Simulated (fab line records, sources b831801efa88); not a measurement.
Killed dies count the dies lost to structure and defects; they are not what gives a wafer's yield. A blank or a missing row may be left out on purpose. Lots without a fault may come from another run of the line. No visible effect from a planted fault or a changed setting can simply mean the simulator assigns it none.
One fault through the eyes of 2 desks + flow sky130 + every desk sees just its own numbers, and what lay behind them comes last

FROM THE METROLOGY DESK
What the gauges read for every lot (on any tool): the sampled wafers with a number, averaged. Marked OUT: a lot whose mean sits more than 4 standard deviations from the usual mean, which makes it out of limits; the brackets give that distance.
Columns: A = METAL1_OVL at SKY_METAL1_OVL_MEAS_16, usual -2 nm; B = METAL2_ALCU_RS at SKY_METAL2_RS_MEAS_05, usual 0.1270 ohm/sq
| lot  | first seen here | A   | B      |
|------|-----------------|-----|--------|
| L745 | day 33 09:07    | -4  | 0.1276 |
| L746 | day 33 17:31    | 0   | 0.1272 |
| L747 | day 34 04:15    | -7  | 0.1270 |
| L748 | day 34 08:37    | -10 | 0.1259 |
| L751 | day 35 02:43    | -12 | 0.1260 |
| L752 | day 35 17:25    | 5   | 0.1269 |
| L758 | day 37 15:42    | -0  | 0.1267 |
| L762 | day 39 00:17    | 4   | 0.1262 |
| L764 | day 39 12:29    | 1   | 0.1290 |
| L765 | day 39 19:07    | -0  | 0.1256 |
| L766 | day 40 03:43    | 1   | 0.1266 |
Finding of this desk: none of the 11 lots has anything out of limits.

FOR THE TOOL OWNER'S DESK: pvd sputter-03
The tool's own readings at SKY_METAL2_SPUTTER_01 (material TiN, target thk 20 nm, time 16.7 s): means of the sampled wafers that have a number, for each lot that ran on this tool. Marked OUT: a lot whose mean sits more than 4 standard deviations from the usual mean, which makes it out of limits; the brackets give that distance.
Columns: A = throttle valve pct at SKY_METAL2_SPUTTER_01, usual 30.0 %
| lot  | first seen here | A    |
|------|-----------------|------|
| L751 | day 36 08:05    | 30.0 |
| L752 | day 36 21:41    | 29.7 |
| L758 | day 38 20:07    | 30.2 |
Finding of this desk: none of the 3 lots has anything out of limits.

ALL TOGETHER
From the metrology desk's view, nothing was out of limits.
The tool owner's desk saw nothing out of limits.

WHAT THE SIMULATOR HAD INSERTED
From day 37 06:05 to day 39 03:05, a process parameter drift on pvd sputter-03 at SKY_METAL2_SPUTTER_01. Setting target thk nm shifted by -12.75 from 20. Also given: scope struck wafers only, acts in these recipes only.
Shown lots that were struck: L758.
